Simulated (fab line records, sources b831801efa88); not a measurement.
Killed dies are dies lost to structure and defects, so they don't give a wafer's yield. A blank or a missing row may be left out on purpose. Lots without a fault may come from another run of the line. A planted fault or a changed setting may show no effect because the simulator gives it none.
fab line records | flow gf180mcu | part 1 of 2: steps 1 to 31 of 40
record lots=5 wafers=15 last_day=34
route steps=602 shown M4@471 V4@476 MIM@503
lots that met no fault: from a run of the same line without faults
start_h: hours from the record's first day to the start of the lot's first wafer shown | wait_h: hours since the lot's step before | " the same as in the row above | L1.1+2: a row that stands for several wafers | - no value, or no start given | * or withheld: withheld | < > ~ a bound
route shown NAME@n: a module of which the file shows steps, and the number in the route of the first | usual: mean/standard deviation of fault-free wafers | same: alike in all rows | chamber/n: place in a boat | sites: the reading at each site | _std_site: their standard deviation | _edge_site: outer sites' mean less inner sites' | radius_mm: how far each site lies from the wafer's centre | mask NAME#n: copy n | behind: the tool/chamber that last shaped the wafer | hold: why the lot was held/for how many hours/how that ended | device: the transistor (n, p or np) that didn't switch | end of line: the same wafers' tests at the end of the route | a step without rows: its recipe alone | killed: dies lost to structure and defects at the first sort, not the wafer's yield | map: a wafer's dies, x killed, . not, _ none there
set.NAME: the setting as run; set.NAME@STEP: as run at that earlier step | model.NAME: the simulator's own value behind a step, which no gauge read
lots at some steps of the route; a table a step, a row a wafer
services: from which hour (start_h, from the record's first day; less than 0 if before it) a tool's chamber was out of use, for how many hours, and why
## steps
# step GF_M4_OVL_MEAS_15
# usual M4_OVL=2/6
# columns lot.wafer tool chamber start_h wait_h M4_OVL[nm]
L077.2 overlay-02 - 568.61 0.1 -2
L077.3 " - " " 4
L077.4 " - " " 2
L083.1 overlay-02 - 608.13 0.1 5
L083.2 " - " " 3
L083.5 " - " " 7
L085.1 overlay-02 - 624.75 0.1 0
L085.5 " - " " -3
L085.6 " - " " -3
L087.1 overlay-02 - 645.64 0.1 -2
L087.3 " - " " 3
L087.4 " - " " 10
L096.1 overlay-01 - 705.17 0.1 -5
L096.4 " - " " 3
L096.6 " - " " 7
# step GF_M4_METAL_ETCH_16
# recipe chemistry=Cl2/BCl3 mask_material=KrF target_depth_nm=750.8 stop_on=SiO2 pressure_mtorr=8 icp_w=800 bias_w=140 Cl2_flow_sccm=80 bcl3_flow_sccm=40 time_s=125.1
# usual drypump_motor_current_A=5.7/0.35 he_backside_leak_sccm=3.36/0.18 oes_product_au=0.987/0.0073 throttle_valve_pct=28.233/0.011
# columns lot.wafer tool chamber start_h wait_h drypump_motor_current_A he_backside_leak_sccm oes_product_au rf_hours_counter_h throttle_valve_pct
L077.2 rie_metal-04 1 568.64 0.0 5.4 3.52 0.984 3 28.237
L077.3 " 1 " " 5.4 3.57 0.979 - 28.252
L077.4 " 0 " " 5.9 3.11 0.990 - 28.241
L083.1 rie_metal-02 1 608.17 0.0 5.6 3.23 0.999 9 28.227
L083.2 " 0 " " 6.1 3.55 0.987 4 28.240
L083.5 " 0 " " 6.1 3.59 0.983 - 28.243
L085.1 rie_metal-02 0 624.79 0.0 6.1 3.48 0.975 5 28.253
L085.5 " 0 " " 6.1 3.32 0.982 - 28.233
L085.6 " 1 " " 5.6 3.19 0.998 - 28.228
L087.1 rie_metal-03 1 645.68 0.0 5.0 3.15 0.987 12 28.244
L087.3 " 1 " " 5.0 3.30 0.988 - 28.232
L087.4 " 0 " " 5.4 3.30 0.977 - 28.226
L096.1 rie_metal-02 1 705.21 0.0 5.5 3.49 0.994 12 28.227
L096.4 " 0 " " 6.0 3.39 0.988 - 28.242
L096.6 " 1 " " 5.6 3.31 1.000 - 28.216
# step GF_M4_STRIP_17
# recipe chemistry=O2/N2 power_w=1400 pressure_mtorr=1500 platen_temp_c=250 o2_flow_sccm=3000 n2_flow_sccm=300 overash_fraction=0.5
# usual drypump_motor_current_A=5.8/0.32 heater_power_w=340/49 oes_product_au=0.538/0.005 strip_time_to_endpoint_s=7.40/0.064
# columns lot.wafer tool chamber start_h wait_h drypump_motor_current_A heater_power_w oes_product_au rf_hours_counter_h strip_time_to_endpoint_s
L077.2 plasma_asher-02 1 568.77 0.1 5.7 326 0.537 11 7.46
L077.3 " 0 " " 5.8 399 0.540 - 7.46
L077.4 " 1 " " 5.7 325 0.537 - 7.41
L083.1 plasma_asher-04 0 608.30 0.1 6.2 399 0.534 84 7.36
L083.2 " 1 " " 5.5 292 0.535 84 7.41
L083.5 " 1 " " 5.5 290 0.538 - 7.49
L085.1 plasma_asher-02 0 624.92 0.1 5.8 399 0.538 16 7.47
L085.5 " 0 " " 5.8 405 0.545 - 7.49
L085.6 " 1 " " 5.8 336 0.531 - 7.33
L087.1 plasma_asher-04 1 645.80 0.1 5.5 295 0.539 88 7.48
L087.3 " 1 " " 5.5 293 0.541 - 7.47
L087.4 " 0 " " 6.3 393 0.546 - 7.48
L096.1 plasma_asher-04 0 705.34 0.1 6.3 402 0.535 95 7.30
L096.4 " 0 " " 6.3 400 0.540 - 7.41
L096.6 " 0 " " 6.2 398 0.535 - 7.31
# step GF_M4_STRIP_18
# recipe chemistry=post_etch_residue_remover time_s=1200 temp_c=72.5
# columns lot.wafer tool chamber start_h wait_h
L077.2+3+4 wet_bench-01 1 568.87 0.1
L083.1+2+5 wet_bench-04 2 608.40 0.1
L085.1+5+6 wet_bench-02 0 625.02 0.1
L087.1+3+4 wet_bench-04 1 645.90 0.1
L096.1+4+6 wet_bench-04 2 705.44 0.1
# step GF_M4_CLEAN_19
# recipe chemistry=DIW dry=n2_spin
# columns lot.wafer tool chamber start_h wait_h
L077.2+3+4 wet_bench-04 1 569.28 0.0
L083.1+2+5 wet_bench-02 3 608.74 0.0
L085.1+5+6 wet_bench-04 1 625.39 0.0
L087.1+3+4 wet_bench-02 3 646.25 0.0
L096.1+4+6 wet_bench-04 3 705.78 0.0
# step GF_V4_CVD_00
# recipe material=SiO2 target_thk_nm=600 sigma_open_frac=0.3 temp_c=400 time_s=100 sih4_flow_sccm=60 pressure_mtorr=6
# columns lot.wafer tool chamber start_h wait_h
L077.2+3+4 hdpcvd-01 0,1,0 569.38 0.0
L083.1+2+5 hdpcvd-01 2,0,1 608.85 0.0
L085.1+5+6 hdpcvd-02 1,1,2 625.48 0.0
L087.1+3+4 hdpcvd-01 0,1,1 646.35 0.0
L096.1+4+6 hdpcvd-01 1,1,2 705.87 0.0
# step GF_V4_THK_MEAS_01
# recipe reads=SiO2_of_V4_CVD_00
# usual V4_CVD_00_THK=602/7.3
# columns lot.wafer tool chamber start_h wait_h V4_CVD_00_THK[nm]
L077.2 film_metro-03 - 569.46 0.0 598
L077.3 " - " " 596
L077.4 " - " " 592
L083.1 film_metro-01 - 608.92 0.0 589
L083.2 " - " " 598
L083.5 " - " " 596
L085.1 film_metro-03 - 625.56 0.0 598
L085.5 " - " " 594
L085.6 " - " " 599
L087.1 film_metro-03 - 646.42 0.0 600
L087.3 " - " " 601
L087.4 " - " " 602
L096.1 film_metro-01 - 705.94 0.0 607
L096.4 " - " " 606
L096.6 " - " " 603
# step GF_V4_CVD_02
# recipe material=SiO2 target_thk_nm=850 precursor=TEOS temp_c=400 time_s=94.851 rf_w=600
# usual heater_power_w=647/110
# columns lot.wafer tool chamber start_h wait_h heater_power_w
L077.2 pecvd-04 2 569.51 0.0 566
L077.3 " 0 " " 516
L077.4 " 1 " " 721
L083.1 pecvd-04 2 608.98 0.1 527
L083.2 " 0 " " 470
L083.5 " 2 " " 561
L085.1 pecvd-01 1 625.62 0.1 819
L085.5 " 1 " " 700
L085.6 " 0 " " 779
L087.1 pecvd-04 2 646.48 0.1 616
L087.3 " 1 " " 620
L087.4 " 0 " " 521
L096.1 pecvd-04 0 706.00 0.1 555
L096.4 " 0 " " 445
L096.6 " 2 " " 488
# step GF_V4_THK_MEAS_03
# recipe reads=SiO2_of_V4_CVD_02
# usual V4_CVD_02_THK=856/13
# columns lot.wafer tool chamber start_h wait_h V4_CVD_02_THK[nm]
L077.2 film_metro-03 - 569.59 0.0 861
L077.3 " - " " 835
L077.4 " - " " 866
L083.1 film_metro-03 - 609.05 0.0 846
L083.2 " - " " 839
L083.5 " - " " 856
L085.1 film_metro-03 - 625.68 0.0 841
L085.5 " - " " 841
L085.6 " - " " 871
L087.1 film_metro-04 - 646.55 0.0 839
L087.3 " - " " 852
L087.4 " - " " 860
L096.1 film_metro-03 - 706.07 0.0 824
L096.4 " - " " 841
L096.6 " - " " 849
# step GF_V4_CMP_04
# recipe material=SiO2 down_force_psi=4 platen_rpm=60 pad_velocity_m_s=0.94248
# usual motor_current_A=12.2/1.2 time_to_endpoint_s=81/7.1
# columns lot.wafer tool chamber start_h wait_h motor_current_A time_to_endpoint_s
L077.3 cmp-02 0 569.87 0.3 13.9 78
L077.4 " 1 " " 13.9 101
L077.2 " 2 " " 11.6 92
L083.2 cmp-01 3 609.11 0.0 12.2 74
L083.1 " 1 " " 10.8 72
L083.5 " 3 " " 11.8 81
L085.1 cmp-01 3 625.80 0.1 11.7 75
L085.5 " 2 " " 11.4 72
L085.6 " 3 " " 12.1 82
L087.1 cmp-02 0 646.61 0.1 13.0 72
L087.4 " 1 " " 14.4 87
L087.3 " 2 " " 11.7 82
L096.1 cmp-02 3 706.13 0.1 11.3 71
L096.4 " 0 " " 13.3 73
L096.6 " 3 " " 11.3 73
# step GF_V4_BOW_MEAS_05
# recipe mode=bow
# usual V4_BOW=135/10
# columns lot.wafer tool chamber start_h wait_h V4_BOW[um]
L077.2 film_metro-03 - 570.19 0.2 120
L077.3 " - " " 128
L077.4 " - " " 109
L083.1 film_metro-03 - 609.41 0.1 141
L083.2 " - " " 154
L083.5 " - " " 145
L085.1 film_metro-01 - 626.05 0.2 143
L085.5 " - " " 140
L085.6 " - " " 138
L087.1 film_metro-01 - 646.91 0.2 148
L087.3 " - " " 143
L087.4 " - " " 139
L096.1 film_metro-04 - 706.43 0.2 146
L096.4 " - " " 151
L096.6 " - " " 140
# step GF_V4_DEHYDRATE_06
# recipe temp_c=200 time_s=60
# columns lot.wafer tool chamber start_h wait_h
L077.2+3+4 litho_track-03 0 580.22 10.0
L083.1+2+5 litho_track-03 0 619.14 9.7
L085.1+5+6 litho_track-03 0 635.44 9.4
L087.1+3+4 litho_track-02 0 656.23 9.3
L096.1+4+6 litho_track-04 0 715.07 8.6
# step GF_V4_HMDS_07
# recipe prime_time_s=60 prime_temp_c=120
# columns lot.wafer tool chamber start_h wait_h
L077.2+3+4 litho_track-03 0 580.37 0.1
L083.1+2+5 litho_track-03 0 619.29 0.1
L085.1+5+6 litho_track-03 0 635.59 0.1
L087.1+3+4 litho_track-02 0 656.38 0.1
L096.1+4+6 litho_track-04 0 715.22 0.1
# step GF_V4_COAT_08
# recipe resist=BARC temp_c=withheld time_s=withheld spin_rpm=withheld resist_thk_nm=withheld
# columns lot.wafer tool chamber start_h wait_h
L077.2+3+4 litho_track-03 0 580.52 0.1
L083.1+2+5 litho_track-03 0 619.44 0.1
L085.1+5+6 litho_track-03 0 635.74 0.1
L087.1+3+4 litho_track-02 0 656.53 0.1
L096.1+4+6 litho_track-04 0 715.37 0.1
# step GF_V4_COAT_09
# recipe resist=KrF spin_rpm=withheld resist_thk_nm=1000
# columns lot.wafer tool chamber start_h wait_h
L077.2+3+4 litho_track-03 0 - -
L083.1+2+5 litho_track-03 0 - -
L085.1+5+6 litho_track-03 0 - -
L087.1+3+4 litho_track-02 0 - -
L096.1+4+6 litho_track-04 0 - -
# step GF_V4_SOFTBAKE_10
# recipe temp_c=130 time_s=60 resist=KrF
# columns lot.wafer tool chamber start_h wait_h
L077.2+3+4 litho_track-03 0 - -
L083.1+2+5 litho_track-03 0 - -
L085.1+5+6 litho_track-03 0 - -
L087.1+3+4 litho_track-02 0 - -
L096.1+4+6 litho_track-04 0 - -
# step GF_V4_EXPOSE_11
# recipe mask_id=Via4 target_cd_nm=260 na=0.68 source_shape=conventional sigma_outer=0.6 dose_mj=38
# columns lot.wafer tool chamber start_h wait_h mask
L077.2+3+4 krf_scanner-02 0 - - Via4#0
L083.1+2+5 krf_scanner-01 0 - - Via4#0
L085.1+5+6 krf_scanner-01 0 - - Via4#0
L087.1+3+4 krf_scanner-01 0 - - Via4#0
L096.1+4+6 krf_scanner-01 0 - - Via4#0
# step GF_V4_PEB_12
# recipe peb_temp_c=135 peb_time_s=90 resist=KrF
# columns lot.wafer tool chamber start_h wait_h
L077.2+3+4 litho_track-03 0 - -
L083.1+2+5 litho_track-04 0 - -
L085.1+5+6 litho_track-02 0 - -
L087.1+3+4 litho_track-03 0 - -
L096.1+4+6 litho_track-03 0 - -
# step GF_V4_DEVELOP_13
# recipe develop_time_s=60 resist=KrF dev_temp_c=21
# columns lot.wafer tool chamber start_h wait_h
L077.2+3+4 litho_track-03 0 591.32 0.2
L083.1+2+5 litho_track-04 0 629.82 0.2
L085.1+5+6 litho_track-02 0 645.53 0.2
L087.1+3+4 litho_track-03 0 665.89 0.2
L096.1+4+6 litho_track-03 0 724.19 0.2
# step GF_V4_CD_MEAS_14
# recipe target_cd_nm=260
# usual cd_nm=260.0/1.4
# columns lot.wafer tool chamber start_h wait_h cd_nm
L077.2 cd_sem-01 - 591.46 0.1 259.8
L077.3 " - " " 261.1
L077.4 " - " " 259.5
L083.1 cd_sem-02 - 629.97 0.1 260.1
L083.2 " - " " 260.3
L083.5 " - " " 260.1
L085.1 cd_sem-02 - 645.68 0.1 259.6
L085.5 " - " " 259.1
L085.6 " - " " 260.2
L087.1 cd_sem-02 - 666.04 0.1 261.9
L087.3 " - " " 261.3
L087.4 " - " " 260.7
L096.1 cd_sem-01 - 724.34 0.1 260.2
L096.4 " - " " 259.1
L096.6 " - " " 260.1
# step GF_V4_OVL_MEAS_15
# usual V4_OVL=0/5.4
# columns lot.wafer tool chamber start_h wait_h V4_OVL[nm]
L077.2 overlay-02 - 591.57 0.1 9
L077.3 " - " " 1
L077.4 " - " " 4
L083.1 overlay-01 - 630.09 0.1 -2
L083.2 " - " " -8
L083.5 " - " " 4
L085.1 overlay-02 - 645.80 0.1 -6
L085.5 " - " " -11
L085.6 " - " " -1
L087.1 overlay-01 - 666.16 0.1 -5
L087.3 " - " " -8
L087.4 " - " " -4
L096.1 overlay-01 - 724.46 0.1 2
L096.4 " - " " 6
L096.6 " - " " 1
# step GF_V4_ETCH_16
# recipe chemistry=N2/H2 target_depth_a=withheld overetch_a=withheld time_s=withheld target=BARC ion_energy_ev=200 source_w=500 bias_w=100 pressure_mtorr=30 n2_flow_sccm=100 h2_flow_sccm=200
# usual drypump_motor_current_A=5.6/0.48 oes_product_au=0.855/0.0048 throttle_valve_pct=13.225/0.0088
# columns lot.wafer tool chamber start_h wait_h drypump_motor_current_A oes_product_au throttle_valve_pct
L077.2 rie_diel-03 0 591.60 0.0 6.0 0.848 13.217
L077.3 " 2 " " 5.8 0.857 13.215
L077.4 " 1 " " 6.6 0.852 13.235
L083.1 rie_diel-03 1 630.13 0.0 6.6 0.857 13.219
L083.2 " 0 " " 6.0 0.852 13.228
L083.5 " 1 " " 6.6 0.859 13.225
L085.1 rie_diel-03 1 645.84 0.0 6.6 0.853 13.237
L085.5 " 0 " " 6.0 0.855 13.237
L085.6 " 1 " " 6.6 0.857 13.240
L087.1 rie_diel-02 0 666.20 0.0 5.0 0.856 13.207
L087.3 " 3 " " 6.0 0.863 13.231
L087.4 " 3 " " 6.0 0.851 13.225
L096.1 rie_diel-01 2 724.50 0.0 5.3 0.855 13.223
L096.4 " 3 " " 5.4 0.863 13.217
L096.6 " 2 " " 5.3 0.851 13.202
# step GF_V4_ETCH_17
# recipe chemistry=C4F8/O2/Ar mask_material=KrF target=SiO2 stop_on=TiN source_w=1500 bias_w=1200 pressure_mtorr=40 c4f8_flow_sccm=withheld O2_flow_sccm=6 Ar_flow_sccm=300 time_s=withheld target_depth_a=6300
# usual oes_product_au=0.855/0.0044
# columns lot.wafer tool chamber start_h wait_h oes_product_au
L077.2 rie_diel-03 0 - - 0.858
L077.3 " 2 " " 0.854
L077.4 " 1 " " 0.864
L083.1 rie_diel-03 1 - - 0.852
L083.2 " 0 " " 0.847
L083.5 " 1 " " 0.852
L085.1 rie_diel-03 1 - - 0.859
L085.5 " 0 " " 0.854
L085.6 " 1 " " 0.860
L087.1 rie_diel-02 0 - - 0.857
L087.3 " 3 " " 0.854
L087.4 " 3 " " 0.854
L096.1 rie_diel-01 2 - - 0.868
L096.4 " 3 " " 0.860
L096.6 " 2 " " 0.853
# step GF_V4_STRIP_18
# recipe chemistry=O2/N2 power_w=1400 pressure_mtorr=1500 platen_temp_c=250 o2_flow_sccm=3000 n2_flow_sccm=300 overash_fraction=0.5
# usual drypump_motor_current_A=5.8/0.3 heater_power_w=344/37 oes_product_au=0.592/0.0046
# columns lot.wafer tool chamber start_h wait_h drypump_motor_current_A heater_power_w oes_product_au rf_hours_counter_h
L077.2 plasma_asher-03 0 591.73 - 5.5 325 0.592 95
L077.3 " 0 " " 5.6 325 0.595 -
L077.4 " 1 " " 5.7 291 0.594 -
L083.1 plasma_asher-01 1 630.25 - 5.6 328 0.585 54
L083.2 " 0 " " 6.4 385 0.593 54
L083.5 " 0 " " 6.4 382 0.592 -
L085.1 plasma_asher-03 1 645.97 - 5.7 291 0.597 100
L085.5 " 1 " " 5.7 285 0.589 -
L085.6 " 0 " " 5.6 325 0.591 -
L087.1 plasma_asher-02 0 666.33 - 5.8 398 0.597 20
L087.3 " 1 " " 5.8 329 0.585 -
L087.4 " 0 " " 5.8 402 0.591 -
L096.1 plasma_asher-03 1 724.63 - 5.7 277 0.599 110
L096.4 " 0 " " 5.5 321 0.584 -
L096.6 " 0 " " 5.5 324 0.592 -
# step GF_V4_STRIP_19
# recipe chemistry=post_etch_residue_remover time_s=1200 temp_c=72.5
# columns lot.wafer tool chamber start_h wait_h
L077.2+3+4 wet_bench-01 3 591.83 0.1
L083.1+2+5 wet_bench-03 0 630.35 0.1
L085.1+5+6 wet_bench-01 2 646.07 0.1
L087.1+3+4 wet_bench-01 0 666.43 0.1
L096.1+4+6 wet_bench-01 1 724.73 0.1
# step GF_V4_CLEAN_20
# recipe chemistry=DIW dry=n2_spin
# columns lot.wafer tool chamber start_h wait_h
L077.2+3+4 wet_bench-02 0 592.17 0.0
L083.1+2+5 wet_bench-02 2 630.70 0.0
L085.1+5+6 wet_bench-03 2 646.41 0.0
L087.1+3+4 wet_bench-02 3 666.77 0.0
L096.1+4+6 wet_bench-02 2 725.10 0.0
# step GF_V4_SPUTTER_21
# recipe material=Ti target_thk_nm=15 chamber_pressure_pa=5 power_w=2500 substrate_temp_c=200 time_s=80.02
# usual throttle_valve_pct=30.2/0.76
# columns lot.wafer tool chamber start_h wait_h throttle_valve_pct
L077.2 pvd_sputter-03 - 592.27 0.0 29.6
L077.3 " - " " 30.6
L077.4 " - " " 28.6
L083.1 pvd_sputter-02 - 630.80 0.0 30.0
L083.2 " - " " 29.9
L083.5 " - " " 30.1
L085.1 pvd_sputter-01 - 646.50 0.0 30.5
L085.5 " - " " 29.6
L085.6 " - " " 30.5
L087.1 pvd_sputter-02 - 666.87 0.0 30.0
L087.3 " - " " 31.2
L087.4 " - " " 31.2
L096.1 pvd_sputter-03 - 725.20 0.0 31.3
L096.4 " - " " 28.4
L096.6 " - " " 29.8
# step GF_V4_SPUTTER_22
# recipe material=TiN target_thk_nm=10 chamber_pressure_pa=5 power_w=4000 time_s=40
# usual throttle_valve_pct=30.2/0.77
# columns lot.wafer tool chamber start_h wait_h throttle_valve_pct
L077.2 pvd_sputter-03 - 592.33 0.0 29.5
L077.3 " - " " 30.6
L077.4 " - " " 28.5
L083.1 pvd_sputter-02 - 630.86 0.0 30.1
L083.2 " - " " 30.2
L083.5 " - " " 29.9
L085.1 pvd_sputter-01 - 646.56 0.0 30.4
L085.5 " - " " 29.7
L085.6 " - " " 30.4
L087.1 pvd_sputter-02 - 666.93 0.0 30.1
L087.3 " - " " 31.1
L087.4 " - " " 31.2
L096.1 pvd_sputter-03 - 725.26 0.0 31.1
L096.4 " - " " 28.5
L096.6 " - " " 29.6
# step GF_V4_CVD_23
# recipe material=W target_thk_nm=350 time_s=104.9 temp_c=400 pressure_torr=40
# usual heater_power_w=919/76
# columns lot.wafer tool chamber start_h wait_h heater_power_w
L077.2 cvd_w-02 0 592.37 0.0 968
L077.3 " 0 " " 961
L077.4 " 1 " " 903
L083.1 cvd_w-01 0 630.90 0.0 791
L083.2 " 1 " " 916
L083.5 " 1 " " 912
L085.1 cvd_w-02 1 646.60 0.0 910
L085.5 " 0 " " 1005
L085.6 " 1 " " 899
L087.1 cvd_w-02 1 666.97 0.0 902
L087.3 " 0 " " 1016
L087.4 " 1 " " 910
L096.1 cvd_w-02 0 725.30 0.0 1011
L096.4 " 0 " " 996
L096.6 " 1 " " 936
# step GF_V4_RS_MEAS_24
# recipe thk_meas_gauge=four-point-probe reads=W_of_V4_CVD_23+TiN_of_V4_SPUTTER_22+Ti_of_V4_SPUTTER_21
# usual V4_W_RS=0.325/0.0033
# columns lot.wafer tool chamber start_h wait_h V4_W_RS[ohm/sq]
L077.2 film_metro-03 - 592.50 0.1 0.324
L077.3 " - " " 0.326
L077.4 " - " " 0.329
L083.1 film_metro-03 - 631.01 0.1 0.325
L083.2 " - " " 0.325
L083.5 " - " " 0.327
L085.1 film_metro-03 - 646.71 0.1 0.330
L085.5 " - " " 0.322
L085.6 " - " " 0.328
L087.1 film_metro-01 - 667.08 0.1 0.326
L087.3 " - " " 0.322
L087.4 " - " " 0.326
L096.1 film_metro-04 - 725.41 0.1 0.320
L096.4 " - " " 0.320
L096.6 " - " " 0.322
# step GF_V4_THK_MEAS_25
# recipe thk_meas_gauge=xrf reads=W_of_V4_CVD_23
# usual V4_W_THK=355/4.1
# columns lot.wafer tool chamber start_h wait_h V4_W_THK[nm]
L077.2 film_metro-03 - 592.61 0.1 356
L077.3 " - " " 352
L077.4 " - " " 350
L083.1 film_metro-03 - 631.13 0.1 353
L083.2 " - " " 353
L083.5 " - " " 353
L085.1 film_metro-03 - 646.83 0.1 349
L085.5 " - " " 356
L085.6 " - " " 350
L087.1 film_metro-01 - 667.20 0.1 352
L087.3 " - " " 355
L087.4 " - " " 350
L096.1 film_metro-04 - 725.53 0.1 364
L096.4 " - " " 364
L096.6 " - " " 362
